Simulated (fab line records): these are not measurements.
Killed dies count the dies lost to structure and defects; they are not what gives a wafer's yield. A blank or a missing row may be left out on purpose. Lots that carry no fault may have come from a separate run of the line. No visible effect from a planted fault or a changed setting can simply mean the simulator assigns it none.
Struck lot and sound lot, side by side :: flow sky130 :: 19 out of 708 route steps
Sound: the wafers L763.3, L763.4, L763.6. Wafers L750.3, L750.5, L750.6 were the ones struck. The cause is named last.
Each step with rows lists, per side, the tool, then ch with its chambers, then its first start. Under that, the readings that differ: sound wafers :: struck wafers :: difference of the means :: sigmas: that difference in standard deviations of wafers without a fault.
alike: words and numbers the same on both sides, and readings whose means are apart by under 2 such deviations; not compared: readings that were withheld, readings missing a value for some wafer, numbers with overlapping values and no deviation given by the record, and bounds like >300 which may hide the same value.
Wherever a step has rows on one side only, a row that says differs or no value, or a row with sigmas, the two part there. Numbers that have no deviation but don't overlap get no sigmas and don't part them. Lack of a reading on every wafer of one side parts them only where that side has two or more wafers.

first, 1 step without rows for these wafers: SKY_LDD_HVP_IMPLANT_08.
SKY_LDD_HVP_STRIP_09: strips in O2/N2.
  sound on plasmaAsher-01 ch 0,1, day 28 03:21; struck on plasmaAsher-02 ch 0,1, day 22 18:11
  alike: drypumpMotorCurrentA, n2FlowSccm, oesProductAu, stripTimeToEndpointS
  not compared: rfHoursCounterH
SKY_LDD_HVP_TW_MEAS_10:
  sound on filmMetro-02, day 28 03:26; struck on filmMetro-02, day 22 18:16
  alike: LDD_HVP_TW
then, 7 steps without rows for these wafers: SKY_LDD_LDN_DEHYDRATE_00 (time 60 s); SKY_LDD_LDN_HMDS_01 (prime time 60 s); SKY_LDD_LDN_COAT_02 (resist thk 1140 nm); SKY_LDD_LDN_SOFTBAKE_03 (time 60 s); SKY_LDD_LDN_EXPOSE_04 (exposes mask LDNTM, target cd 700 nm); SKY_LDD_LDN_PEB_05; SKY_LDD_LDN_DEVELOP_06 (develop time 60 s).
SKY_LDD_LDN_OVL_MEAS_07:
  sound on overlay-02, day 29 07:28; struck on overlay-02, day 23 23:35
reading: LDD_LDN_OVL (nm)
sound: -3.3 -4.2 -4.0
struck: 0.4 0.3 0.0
difference: +4.1
sigmas: +3
after that, 1 step had no rows for these wafers: SKY_LDD_LDN_IMPLANT_08.
SKY_LDD_LDN_IMPLANT_09:
  sound on implanter-01 ch 0, day 29 07:41; struck on implanter-01 ch 0, day 24 00:07
  alike: faradayCurrentUA
then, 2 steps without rows for these wafers: SKY_LDD_LDN_IMPLANT_10; SKY_LDD_LDN_IMPLANT_11.
SKY_LDD_LDN_STRIP_12: strips in O2/N2.
  sound on plasmaAsher-04 ch 0,1, day 29 08:07; struck on plasmaAsher-03 ch 0,1, day 24 00:33
  alike: drypumpMotorCurrentA, n2FlowSccm, oesProductAu, stripTimeToEndpointS
  not compared: rfHoursCounterH
SKY_LDD_LDN_TW_MEAS_13:
  sound on filmMetro-03, day 29 08:13; struck on filmMetro-03, day 24 00:38
reading: LDD_LDN_TW
sound: 1462 1472 1478
struck: 1592 1594 1583
difference: +119
sigmas: +11
then, 1 step without rows for these wafers: SKY_LDD_LDN_CLEAN_14 (cleans in SC1/SC2, time 150 s).
-- a jump in the record: the struck wafers' starts before and after are 23 days apart (it breaks off in module LDD_LDN and resumes in module PAD_OPEN, where the first step shown is number 708 of the route) --
SKY_PAD_OPEN_PROBE_99:
  sound on prober-02, day 50 00:47; struck on prober-01, day 46 16:38
reading: model.etest.tipSonos.rsOhmSq
sound: 2755 2720 2758
struck: 2427 2465 2422
difference: -306
sigmas: 
  alike: killed_at_M0_to_M3, killed_at_M4_up, killedAtContacts, killedAtFrontEnd, killedAtOther, killedDies, killedOpen, killedShort

== WHERE THEY PART ==
At SKY_LDD_LDN_OVL_MEAS_07 first; at SKY_LDD_LDN_TW_MEAS_13 last (within this record only). Later steps at which nothing parts them and some readings are alike: SKY_PAD_OPEN_PROBE_99.

WHY: the cause the simulator had injected
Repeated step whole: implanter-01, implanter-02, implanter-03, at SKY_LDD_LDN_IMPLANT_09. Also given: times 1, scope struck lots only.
